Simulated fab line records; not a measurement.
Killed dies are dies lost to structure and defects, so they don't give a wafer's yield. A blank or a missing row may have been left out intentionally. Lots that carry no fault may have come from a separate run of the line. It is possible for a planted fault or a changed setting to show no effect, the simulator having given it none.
fab line records :: flow sky130
record
  lots=14
  wafers=40
  lastDay=50
route steps=708 shown METAL4@632 PAD_OPEN@708
lots that met no fault: taken from a fault-free run of the same line
startH: hours from the record's first day to the start of the lot's first wafer shown :: waitH: hours elapsed since this lot's preceding step :: " identical to the entry in the row above :: L1.1+2: a single row standing in for several wafers :: - value missing, or start not given :: * or withheld: withheld :: < > ~ a bound
route shown NAME@n: names a module that has steps shown in the file, with the first one's number in the route :: usual: average and standard deviation across the fault-free wafers :: same: alike in all rows :: chamber/n: place in a boat :: sites: each site's reading :: _std_site: standard deviation across them :: _edge_site: mean of outer sites minus mean of inner sites :: radiusMm: for every site, how far away it sits from the centre of the wafer :: mask NAME#n: copy n :: behind: the last tool/chamber to shape the wafer :: hold: the reason the lot was held/the length of the hold in hours/how it ended :: device: transistor that didn't switch, given as n, p or np :: end of line: the same wafers' tests at the end of the route :: step lacking rows: just its recipe :: killed: count of dies lost to structure and defects at first sort (not the wafer's yield) :: map: the dies of a wafer, with x for killed, . for not killed, _ for no die there
set.NAME: the setting the step ran with; set.NAME@STEP: the setting that earlier step ran with :: model.NAME: the simulator's own value behind a step, which no gauge read
the route's steps for a sample of lots (tables are steps, rows are wafers)
services: a tool's chamber out of use, with start hour (startH, from the record's first day; less than 0 if before it), hours out, and reason
## steps
# step SKY_METAL4_ETCH_16
# recipe
  chemistry=N2/H2
  target=BARC
  ionEnergyEv=200
  biasW=100
  pressureMtorr=30
  n2FlowSccm=100
  h2FlowSccm=200
  icpW=500
  stopOn=SiO2
  timeS=88.2
  targetDepthA=600
# usual
  drypumpMotorCurrentA=5.7/0.44
  oesProductAu=0.626/0.0049
  runLengthS=116.7/0.74
  throttleValvePct=13.204/0.0098
lot.wafer: L540.1
tool: rieMetal-01
chamber: 0
startH: 993.53
waitH: 0.0
drypumpMotorCurrentA: 5.7
oesProductAu: 0.626
rfHoursCounterH: 14
runLengthS: 116.5
throttleValvePct: 13.188

lot.wafer: L540.3
tool: rieMetal-01
chamber: 0
startH: 993.53
waitH: 0.0
drypumpMotorCurrentA: 5.7
oesProductAu: 0.622
rfHoursCounterH: -
runLengthS: 116.2
throttleValvePct: 13.200

lot.wafer: L540.6
tool: rieMetal-01
chamber: 1
startH: 993.53
waitH: 0.0
drypumpMotorCurrentA: 5.2
oesProductAu: 0.623
rfHoursCounterH: -
runLengthS: 116.8
throttleValvePct: 13.218

lot.wafer: L541.2
tool: rieMetal-04
chamber: 1
startH: 1001.28
waitH: 0.0
drypumpMotorCurrentA: 5.7
oesProductAu: 0.624
rfHoursCounterH: 12
runLengthS: 116.6
throttleValvePct: 13.207

lot.wafer: L541.3
tool: rieMetal-04
chamber: 1
startH: 1001.28
waitH: 0.0
drypumpMotorCurrentA: 5.7
oesProductAu: 0.629
rfHoursCounterH: -
runLengthS: 116.5
throttleValvePct: 13.207

lot.wafer: L541.6
tool: rieMetal-04
chamber: 1
startH: 1001.28
waitH: 0.0
drypumpMotorCurrentA: 5.7
oesProductAu: 0.618
rfHoursCounterH: -
runLengthS: 116.2
throttleValvePct: 13.207

lot.wafer: L543.2
tool: rieMetal-04
chamber: 0
startH: 1006.48
waitH: 0.0
drypumpMotorCurrentA: 6.4
oesProductAu: 0.629
rfHoursCounterH: 7
runLengthS: 116.3
throttleValvePct: 13.193

lot.wafer: L543.3
tool: rieMetal-04
chamber: 0
startH: 1006.48
waitH: 0.0
drypumpMotorCurrentA: 6.4
oesProductAu: 0.629
rfHoursCounterH: -
runLengthS: 116.4
throttleValvePct: 13.210

lot.wafer: L543.4
tool: rieMetal-04
chamber: 1
startH: 1006.48
waitH: 0.0
drypumpMotorCurrentA: 5.7
oesProductAu: 0.623
rfHoursCounterH: -
runLengthS: 116.4
throttleValvePct: 13.196

lot.wafer: L542.2
tool: rieMetal-01
chamber: 0
startH: 1011.98
waitH: 0.0
drypumpMotorCurrentA: 5.6
oesProductAu: 0.623
rfHoursCounterH: 15
runLengthS: 116.2
throttleValvePct: 13.192

lot.wafer: L542.3
tool: rieMetal-01
chamber: 0
startH: 1011.98
waitH: 0.0
drypumpMotorCurrentA: 5.7
oesProductAu: 0.627
rfHoursCounterH: -
runLengthS: 116.8
throttleValvePct: 13.200

lot.wafer: L542.5
tool: rieMetal-01
chamber: 0
startH: 1011.98
waitH: 0.0
drypumpMotorCurrentA: 5.6
oesProductAu: 0.626
rfHoursCounterH: -
runLengthS: 116.1
throttleValvePct: 13.184

lot.wafer: L544.1
tool: rieMetal-03
chamber: 0
startH: 1013.50
waitH: 0.0
drypumpMotorCurrentA: 5.4
oesProductAu: 0.623
rfHoursCounterH: 1
runLengthS: 116.5
throttleValvePct: 13.190

lot.wafer: L544.5
tool: rieMetal-03
chamber: 0
startH: 1013.50
waitH: 0.0
drypumpMotorCurrentA: 5.4
oesProductAu: 0.624
rfHoursCounterH: -
runLengthS: 116.6
throttleValvePct: 13.192

lot.wafer: L544.6
tool: rieMetal-03
chamber: 1
startH: 1013.50
waitH: 0.0
drypumpMotorCurrentA: 6.2
oesProductAu: 0.623
rfHoursCounterH: -
runLengthS: 117.1
throttleValvePct: 13.212

lot.wafer: L545.2
tool: rieMetal-01
chamber: 1
startH: 1021.30
waitH: 0.0
drypumpMotorCurrentA: 5.2
oesProductAu: 0.695
rfHoursCounterH: 18
runLengthS: 106.2
throttleValvePct: 13.204

lot.wafer: L545.3
tool: rieMetal-01
chamber: 1
startH: 1021.30
waitH: 0.0
drypumpMotorCurrentA: 5.2
oesProductAu: 0.681
rfHoursCounterH: -
runLengthS: 106.0
throttleValvePct: 13.212

lot.wafer: L546.2
tool: rieMetal-01
chamber: 0
startH: 1027.65
waitH: 0.0
drypumpMotorCurrentA: 5.7
oesProductAu: 0.686
rfHoursCounterH: 16
runLengthS: 105.3
throttleValvePct: 13.212

lot.wafer: L546.3
tool: rieMetal-01
chamber: 0
startH: 1027.65
waitH: 0.0
drypumpMotorCurrentA: 5.7
oesProductAu: 0.692
rfHoursCounterH: -
runLengthS: 105.4
throttleValvePct: 13.212

lot.wafer: L553.2
tool: rieMetal-04
chamber: 1
startH: 1066.73
waitH: 0.0
drypumpMotorCurrentA: 5.7
oesProductAu: 0.620
rfHoursCounterH: 16
runLengthS: 116.5
throttleValvePct: 13.202

lot.wafer: L553.4
tool: rieMetal-04
chamber: 0
startH: 1066.73
waitH: 0.0
drypumpMotorCurrentA: 6.5
oesProductAu: 0.633
rfHoursCounterH: -
runLengthS: 116.1
throttleValvePct: 13.188

lot.wafer: L553.6
tool: rieMetal-04
chamber: 1
startH: 1066.73
waitH: 0.0
drypumpMotorCurrentA: 5.7
oesProductAu: 0.614
rfHoursCounterH: -
runLengthS: 116.6
throttleValvePct: 13.208

lot.wafer: L555.2
tool: rieMetal-03
chamber: 1
startH: 1082.21
waitH: 0.0
drypumpMotorCurrentA: 6.2
oesProductAu: 0.638
rfHoursCounterH: 17
runLengthS: 116.8
throttleValvePct: 13.200

lot.wafer: L555.3
tool: rieMetal-03
chamber: 0
startH: 1082.21
waitH: 0.0
drypumpMotorCurrentA: 5.3
oesProductAu: 0.636
rfHoursCounterH: -
runLengthS: 117.1
throttleValvePct: 13.205

lot.wafer: L555.6
tool: rieMetal-03
chamber: 0
startH: 1082.21
waitH: 0.0
drypumpMotorCurrentA: 5.3
oesProductAu: 0.630
rfHoursCounterH: -
runLengthS: 116.9
throttleValvePct: 13.215

lot.wafer: L556.1
tool: rieMetal-04
chamber: 0
startH: 1087.48
waitH: 0.0
drypumpMotorCurrentA: 6.4
oesProductAu: 0.630
rfHoursCounterH: 12
runLengthS: 116.6
throttleValvePct: 13.195

lot.wafer: L556.2
tool: rieMetal-04
chamber: 1
startH: 1087.48
waitH: 0.0
drypumpMotorCurrentA: 5.7
oesProductAu: 0.629
rfHoursCounterH: 18
runLengthS: 116.4
throttleValvePct: 13.193

lot.wafer: L556.4
tool: rieMetal-04
chamber: 1
startH: 1087.48
waitH: 0.0
drypumpMotorCurrentA: 5.7
oesProductAu: 0.618
rfHoursCounterH: -
runLengthS: 116.6
throttleValvePct: 13.204

lot.wafer: L559.3
tool: rieMetal-03
chamber: 1
startH: 1104.50
waitH: 0.0
drypumpMotorCurrentA: 6.3
oesProductAu: 0.612
rfHoursCounterH: -
runLengthS: 117.1
throttleValvePct: 13.214

lot.wafer: L559.4
tool: rieMetal-03
chamber: 0
startH: 1104.50
waitH: 0.0
drypumpMotorCurrentA: 5.4
oesProductAu: 0.628
rfHoursCounterH: -
runLengthS: 116.6
throttleValvePct: 13.205

lot.wafer: L559.5
tool: rieMetal-03
chamber: 1
startH: 1104.50
waitH: 0.0
drypumpMotorCurrentA: 6.3
oesProductAu: 0.620
rfHoursCounterH: -
runLengthS: 116.8
throttleValvePct: 13.201

lot.wafer: L561.2
tool: rieMetal-01
chamber: 0
startH: 1121.18
waitH: 0.0
drypumpMotorCurrentA: 5.7
oesProductAu: 0.628
rfHoursCounterH: 23
runLengthS: 116.0
throttleValvePct: 13.216

lot.wafer: L561.3
tool: rieMetal-01
chamber: 0
startH: 1121.18
waitH: 0.0
drypumpMotorCurrentA: 5.6
oesProductAu: 0.630
rfHoursCounterH: -
runLengthS: 116.2
throttleValvePct: 13.199

lot.wafer: L561.6
tool: rieMetal-01
chamber: 1
startH: 1121.18
waitH: 0.0
drypumpMotorCurrentA: 5.2
oesProductAu: 0.623
rfHoursCounterH: -
runLengthS: 116.7
throttleValvePct: 13.207

lot.wafer: L562.1
tool: rieMetal-01
chamber: 0
startH: 1121.53
waitH: 0.0
drypumpMotorCurrentA: 5.7
oesProductAu: 0.629
rfHoursCounterH: 23
runLengthS: 116.4
throttleValvePct: 13.209

lot.wafer: L562.3
tool: rieMetal-01
chamber: 0
startH: 1121.53
waitH: 0.0
drypumpMotorCurrentA: 5.7
oesProductAu: 0.635
rfHoursCounterH: -
runLengthS: 116.0
throttleValvePct: 13.204

lot.wafer: L562.5
tool: rieMetal-01
chamber: 0
startH: 1121.53
waitH: 0.0
drypumpMotorCurrentA: 5.7
oesProductAu: 0.622
rfHoursCounterH: -
runLengthS: 116.7
throttleValvePct: 13.210

lot.wafer: L563.2
tool: rieMetal-01
chamber: 0
startH: 1126.91
waitH: 0.0
drypumpMotorCurrentA: 5.6
oesProductAu: 0.628
rfHoursCounterH: 23
runLengthS: 116.0
throttleValvePct: 13.204

lot.wafer: L563.3
tool: rieMetal-01
chamber: 1
startH: 1126.91
waitH: 0.0
drypumpMotorCurrentA: 5.2
oesProductAu: 0.626
rfHoursCounterH: -
runLengthS: 116.7
throttleValvePct: 13.228

lot.wafer: L563.4
tool: rieMetal-01
chamber: 0
startH: 1126.91
waitH: 0.0
drypumpMotorCurrentA: 5.7
oesProductAu: 0.625
rfHoursCounterH: -
runLengthS: 116.6
throttleValvePct: 13.221
# step SKY_PAD_OPEN_PROBE_99
# usual
  defectLimitedYield=82.4/2
  killed_at_M0_to_M3=43/6.7
  killed_at_M4_up=3.2/2.1
  killedAtContacts=25/5.9
  killedAtFrontEnd=16/4.7
  killedAtOther=0.3/0.54
  killedDies=87/9.8
  killedOpen=47/6.7
  killedShort=40/6.5
  sort_bin_3_pad_short=0.9/0.45
  sort_bin_5_function=10.5/1.5
  sort_bin_6_memory=6.2/1.2
  sortNPass=405/9.8
  sortYieldPct=82.4/2
# same
  grossDies=492
  killedAtBackSide=0
  sort_bin_4_leakage[%]=0
  sort_bin_8_speed[%]=0
lot.wafer: L544.1
tool: prober-02
chamber: -
startH: 1108.55
waitH: 0.1
defectLimitedYield[%]: 80.7
killed_at_M0_to_M3: 45
killed_at_M4_up: 3
killedAtContacts: 31
killedAtFrontEnd: 16
killedAtOther: 0
killedDies: 95
killedOpen: 41
killedShort: 54
sort_bin_3_pad_short[%]: 0.2
sort_bin_5_function[%]: 12.8
sort_bin_6_memory[%]: 6.3
sortNPass: 397
sortYieldPct[%]: 80.7

lot.wafer: L544.5
tool: prober-02
chamber: -
startH: 1108.75
waitH: 0.2
defectLimitedYield[%]: 83.3
killed_at_M0_to_M3: 47
killed_at_M4_up: 2
killedAtContacts: 21
killedAtFrontEnd: 12
killedAtOther: 0
killedDies: 82
killedOpen: 52
killedShort: 30
sort_bin_3_pad_short[%]: 0.6
sort_bin_5_function[%]: 9.1
sort_bin_6_memory[%]: 6.9
sortNPass: 410
sortYieldPct[%]: 83.3

lot.wafer: L544.6
tool: prober-02
chamber: -
startH: 1108.80
waitH: 0.2
defectLimitedYield[%]: 82.9
killed_at_M0_to_M3: 37
killed_at_M4_up: 1
killedAtContacts: 31
killedAtFrontEnd: 14
killedAtOther: 1
killedDies: 84
killedOpen: 50
killedShort: 34
sort_bin_3_pad_short[%]: 0.8
sort_bin_5_function[%]: 10.4
sort_bin_6_memory[%]: 5.9
sortNPass: 408
sortYieldPct[%]: 82.9

lot.wafer: L545.2
tool: prober-01
chamber: -
startH: 1114.56
waitH: 0.1
defectLimitedYield[%]: 83.5
killed_at_M0_to_M3: 44
killed_at_M4_up: 5
killedAtContacts: 22
killedAtFrontEnd: 10
killedAtOther: 0
killedDies: 81
killedOpen: 46
killedShort: 35
sort_bin_3_pad_short[%]: 0.4
sort_bin_5_function[%]: 10.6
sort_bin_6_memory[%]: 5.5
sortNPass: 411
sortYieldPct[%]: 83.5

lot.wafer: L545.3
tool: prober-01
chamber: -
startH: 1114.61
waitH: 0.2
defectLimitedYield[%]: 81.5
killed_at_M0_to_M3: 50
killed_at_M4_up: 9
killedAtContacts: 25
killedAtFrontEnd: 7
killedAtOther: 0
killedDies: 91
killedOpen: 42
killedShort: 49
sort_bin_3_pad_short[%]: 1.6
sort_bin_5_function[%]: 10.8
sort_bin_6_memory[%]: 6.1
sortNPass: 401
sortYieldPct[%]: 81.5

lot.wafer: L553.2
tool: prober-01
chamber: -
startH: 1153.75
waitH: 0.1
defectLimitedYield[%]: 83.1
killed_at_M0_to_M3: 39
killed_at_M4_up: 1
killedAtContacts: 33
killedAtFrontEnd: 10
killedAtOther: 0
killedDies: 83
killedOpen: 50
killedShort: 33
sort_bin_3_pad_short[%]: 1.0
sort_bin_5_function[%]: 10.4
sort_bin_6_memory[%]: 5.5
sortNPass: 409
sortYieldPct[%]: 83.1

lot.wafer: L553.4
tool: prober-01
chamber: -
startH: 1153.85
waitH: 0.2
defectLimitedYield[%]: 79.5
killed_at_M0_to_M3: 54
killed_at_M4_up: 1
killedAtContacts: 36
killedAtFrontEnd: 10
killedAtOther: 0
killedDies: 101
killedOpen: 54
killedShort: 47
sort_bin_3_pad_short[%]: 1.2
sort_bin_5_function[%]: 11.6
sort_bin_6_memory[%]: 7.7
sortNPass: 391
sortYieldPct[%]: 79.5

lot.wafer: L553.6
tool: prober-01
chamber: -
startH: 1153.95
waitH: 0.2
defectLimitedYield[%]: 82.5
killed_at_M0_to_M3: 41
killed_at_M4_up: 1
killedAtContacts: 24
killedAtFrontEnd: 19
killedAtOther: 1
killedDies: 86
killedOpen: 49
killedShort: 37
sort_bin_3_pad_short[%]: 1.2
sort_bin_5_function[%]: 10.0
sort_bin_6_memory[%]: 6.3
sortNPass: 406
sortYieldPct[%]: 82.5

lot.wafer: L559.3
tool: prober-01
chamber: -
startH: 1184.84
waitH: 0.2
defectLimitedYield[%]: 82.1
killed_at_M0_to_M3: 40
killed_at_M4_up: 8
killedAtContacts: 29
killedAtFrontEnd: 10
killedAtOther: 1
killedDies: 88
killedOpen: 50
killedShort: 38
sort_bin_3_pad_short[%]: 1.2
sort_bin_5_function[%]: 9.8
sort_bin_6_memory[%]: 6.9
sortNPass: 404
sortYieldPct[%]: 82.1

lot.wafer: L559.4
tool: prober-01
chamber: -
startH: 1184.89
waitH: 0.2
defectLimitedYield[%]: 82.3
killed_at_M0_to_M3: 40
killed_at_M4_up: 3
killedAtContacts: 25
killedAtFrontEnd: 19
killedAtOther: 0
killedDies: 87
killedOpen: 52
killedShort: 35
sort_bin_3_pad_short[%]: 1.0
sort_bin_5_function[%]: 11.4
sort_bin_6_memory[%]: 5.3
sortNPass: 405
sortYieldPct[%]: 82.3

lot.wafer: L559.5
tool: prober-01
chamber: -
startH: 1184.94
waitH: 0.2
defectLimitedYield[%]: 82.5
killed_at_M0_to_M3: 45
killed_at_M4_up: 0
killedAtContacts: 29
killedAtFrontEnd: 12
killedAtOther: 0
killedDies: 86
killedOpen: 56
killedShort: 30
sort_bin_3_pad_short[%]: 0.4
sort_bin_5_function[%]: 11.6
sort_bin_6_memory[%]: 5.5
sortNPass: 406
sortYieldPct[%]: 82.5

lot.wafer: L561.2
tool: prober-01
chamber: -
startH: 1197.80
waitH: 0.1
defectLimitedYield[%]: 86.2
killed_at_M0_to_M3: 37
killed_at_M4_up: 2
killedAtContacts: 20
killedAtFrontEnd: 8
killedAtOther: 1
killedDies: 68
killedOpen: 33
killedShort: 35
sort_bin_3_pad_short[%]: 0.8
sort_bin_5_function[%]: 8.7
sort_bin_6_memory[%]: 4.3
sortNPass: 424
sortYieldPct[%]: 86.2

lot.wafer: L561.3
tool: prober-01
chamber: -
startH: 1197.85
waitH: 0.2
defectLimitedYield[%]: 84.1
killed_at_M0_to_M3: 43
killed_at_M4_up: 5
killedAtContacts: 17
killedAtFrontEnd: 12
killedAtOther: 1
killedDies: 78
killedOpen: 39
killedShort: 39
sort_bin_3_pad_short[%]: 1.8
sort_bin_5_function[%]: 8.7
sort_bin_6_memory[%]: 5.3
sortNPass: 414
sortYieldPct[%]: 84.1

lot.wafer: L561.6
tool: prober-01
chamber: -
startH: 1198.00
waitH: 0.2
defectLimitedYield[%]: 82.1
killed_at_M0_to_M3: 53
killed_at_M4_up: 1
killedAtContacts: 12
killedAtFrontEnd: 20
killedAtOther: 2
killedDies: 88
killedOpen: 44
killedShort: 42
sort_bin_3_pad_short[%]: 1.4
sort_bin_5_function[%]: 10.8
sort_bin_6_memory[%]: 5.7
sortNPass: 404
sortYieldPct[%]: 82.1

lot.wafer: L562.1
tool: prober-02
chamber: -
startH: 1198.95
waitH: 0.1
defectLimitedYield[%]: 86.0
killed_at_M0_to_M3: 40
killed_at_M4_up: 3
killedAtContacts: 10
killedAtFrontEnd: 16
killedAtOther: 0
killedDies: 69
killedOpen: 30
killedShort: 37
sort_bin_3_pad_short[%]: 0.8
sort_bin_5_function[%]: 8.7
sort_bin_6_memory[%]: 4.5
sortNPass: 423
sortYieldPct[%]: 86.0

lot.wafer: L562.3
tool: prober-02
chamber: -
startH: 1199.05
waitH: 0.2
defectLimitedYield[%]: 82.5
killed_at_M0_to_M3: 39
killed_at_M4_up: 2
killedAtContacts: 27
killedAtFrontEnd: 18
killedAtOther: 0
killedDies: 86
killedOpen: 45
killedShort: 40
sort_bin_3_pad_short[%]: 0.6
sort_bin_5_function[%]: 10.8
sort_bin_6_memory[%]: 6.1
sortNPass: 406
sortYieldPct[%]: 82.5

lot.wafer: L562.5
tool: prober-02
chamber: -
startH: 1199.15
waitH: 0.2
defectLimitedYield[%]: 82.9
killed_at_M0_to_M3: 42
killed_at_M4_up: 2
killedAtContacts: 21
killedAtFrontEnd: 19
killedAtOther: 0
killedDies: 84
killedOpen: 43
killedShort: 41
sort_bin_3_pad_short[%]: 1.0
sort_bin_5_function[%]: 8.7
sort_bin_6_memory[%]: 7.3
sortNPass: 408
sortYieldPct[%]: 82.9
# killed by level:class
L544.1 VIA1:geometricParticle:open=10 METAL1:geometricParticle:short=10 CONTACT:geometricParticle:open=9 CONTACT:geometricParticle:short=7 METAL2:geometricParticle:short=7 VIA2:geometricParticle:open=7 LI_CONTACT:geometricParticle:short=5 LI_CONTACT:geometricParticle:open=5
L544.5 VIA1:geometricParticle:open=13 METAL1:geometricParticle:short=8 VIA3:geometricParticle:open=8 CONTACT:geometricParticle:open=7 VIA2:geometricParticle:open=7 LI_CONTACT:geometricParticle:open=6 CONTACT:geometricParticle:short=5 FIELD_ISO:geometricParticle:open=4
L544.6 LI_CONTACT:geometricParticle:open=9 CONTACT:geometricParticle:open=9 VIA1:geometricParticle:open=8 LOCAL_INTERCONNECT:geometricParticle:short=6 FIELD_ISO:geometricParticle:open=5 VIA2:geometricParticle:open=5 VIA3:geometricParticle:open=5 CONTACT:geometricParticle:short=4
L545.2 LI_CONTACT:geometricParticle:open=10 VIA1:geometricParticle:short=10 VIA2:geometricParticle:open=9 CONTACT:geometricParticle:open=7 VIA3:geometricParticle:open=6 VIA1:geometricParticle:open=5 METAL4:geometricParticle:short=5 CONTACT:geometricParticle:short=4
L545.3 VIA1:geometricParticle:open=17 METAL1:geometricParticle:short=9 LI_CONTACT:geometricParticle:open=8 CONTACT:geometricParticle:short=7 METAL4:geometricParticle:short=6 VIA1:geometricParticle:short=5 LI_CONTACT:geometricParticle:short=4 VIA2:geometricParticle:open=4
L553.2 CONTACT:geometricParticle:open=13 VIA1:geometricParticle:open=10 LI_CONTACT:geometricParticle:open=7 VIA3:geometricParticle:open=7 CONTACT:geometricParticle:short=7 METAL1:geometricParticle:short=6 LOCAL_INTERCONNECT:geometricParticle:short=5 FIELD_ISO:geometricParticle:open=3
L553.4 CONTACT:geometricParticle:open=11 LI_CONTACT:geometricParticle:open=9 METAL1:geometricParticle:short=9 VIA1:geometricParticle:open=9 LOCAL_INTERCONNECT:geometricParticle:short=8 VIA3:geometricParticle:open=7 VIA2:geometricParticle:open=6 VIA2:geometricParticle:short=5
L553.6 CONTACT:geometricParticle:open=12 POLY_GATE:geometricParticle:open=8 METAL1:geometricParticle:short=7 VIA1:geometricParticle:open=6 VIA2:geometricParticle:open=6 VIA3:geometricParticle:open=6 LI_CONTACT:geometricParticle:short=5 LI_CONTACT:geometricParticle:open=4
L559.3 CONTACT:geometricParticle:open=12 VIA2:geometricParticle:open=9 METAL4:geometricParticle:short=7 LI_CONTACT:geometricParticle:open=7 VIA1:geometricParticle:open=7 LI_CONTACT:geometricParticle:short=5 VIA2:geometricParticle:short=5 METAL2:geometricParticle:short=5
L559.4 CONTACT:geometricParticle:open=10 LI_CONTACT:geometricParticle:open=8 VIA1:geometricParticle:open=8 VIA3:geometricParticle:open=7 METAL1:geometricParticle:short=6 FIELD_ISO:geometricParticle:short=5 VIA2:geometricParticle:open=5 POLY_GATE:geometricParticle:short=4
L559.5 LI_CONTACT:geometricParticle:open=11 CONTACT:geometricParticle:open=10 VIA3:geometricParticle:open=9 METAL1:geometricParticle:short=8 VIA1:geometricParticle:open=8 VIA2:geometricParticle:open=7 FIELD_ISO:geometricParticle:open=4 CONTACT:geometricParticle:short=4
L561.2 METAL2:geometricParticle:short=9 LI_CONTACT:geometricParticle:open=6 VIA1:geometricParticle:open=6 CONTACT:geometricParticle:open=5 VIA3:geometricParticle:open=5 CONTACT:geometricParticle:short=4 METAL1:geometricParticle:short=4 VIA2:geometricParticle:open=4
L561.3 VIA1:geometricParticle:open=7 VIA3:geometricParticle:open=7 LI_CONTACT:geometricParticle:open=6 METAL2:geometricParticle:short=5 VIA2:geometricParticle:open=5 VIA2:geometricParticle:short=5 FIELD_ISO:geometricParticle:short=4 VIA1:geometricParticle:short=4
L561.6 VIA1:geometricParticle:open=11 METAL1:geometricParticle:short=7 FIELD_ISO:geometricParticle:short=6 METAL2:geometricParticle:short=6 VIA3:geometricParticle:open=6 VIA2:geometricParticle:open=5 FIELD_ISO:geometricParticle:open=4 LI_CONTACT:geometricParticle:open=4
L562.1 METAL1:geometricParticle:short=8 VIA3:geometricParticle:open=6 METAL2:geometricParticle:short=5 VIA2:geometricParticle:open=5 VIA2:geometricParticle:short=4 POLY_GATE:geometricParticle:short=4 FIELD_ISO:geometricParticle:open=3 POLY_GATE:geometricParticle:open=3
L562.3 LI_CONTACT:geometricParticle:open=9 VIA1:geometricParticle:open=8 LOCAL_INTERCONNECT:geometricParticle:short=6 VIA2:geometricParticle:open=6 VIA3:geometricParticle:open=6 FIELD_ISO:geometricParticle:short=5 CONTACT:geometricParticle:short=5 CONTACT:geometricParticle:open=5
L562.5 VIA2:geometricParticle:open=12 FIELD_ISO:geometricParticle:open=7 CONTACT:geometricParticle:short=7 VIA1:geometricParticle:open=7 FIELD_ISO:geometricParticle:short=6 LI_CONTACT:geometricParticle:open=6 CONTACT:geometricParticle:open=5 VIA1:geometricParticle:short=5
## services
tool: rieMetal-03
chamber: 0
startH: 973.64
hours: -
kind: clean

tool: rieMetal-03
chamber: 0
startH: 973.64
hours: 15.7
kind: scheduledDown

tool: rieMetal-03
chamber: 0
startH: 973.64
hours: 15.7
kind: ventCycle

tool: rieMetal-04
chamber: -
startH: 1040.55
hours: 1.4
kind: pm

tool: rieMetal-04
chamber: -
startH: 1056.39
hours: 3.9
kind: repair

tool: rieMetal-03
chamber: -
startH: 1107.16
hours: 1.6
kind: repair
## key
firstSign
  step=SKY_METAL4_ETCH_16
  reading=runLengthS
  direction=down
  sigmas=15
  usual=*
  struck=*
effect
  step=SKY_METAL4_ETCH_16
  reading=oesProductAu
  direction=up
  sigmas=13
  usual=0.626
  struck=0.688
metAt SKY_METAL4_ETCH_16
struckLots L545,L546
struckWafers L545.2,L545.3,L546.2,L546.3
onsetBetween 1011.98 1021.30
fault
  kind=processParameterDrift
  tool=rieMetal-01
  chamber=-
  onsetH=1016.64
  steps=SKY_METAL4_ETCH_16
  channel=timeS
  offset=*
  shape=step
  endH=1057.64
  scope=struckWafersOnly
  actsIn=*
  stated=*
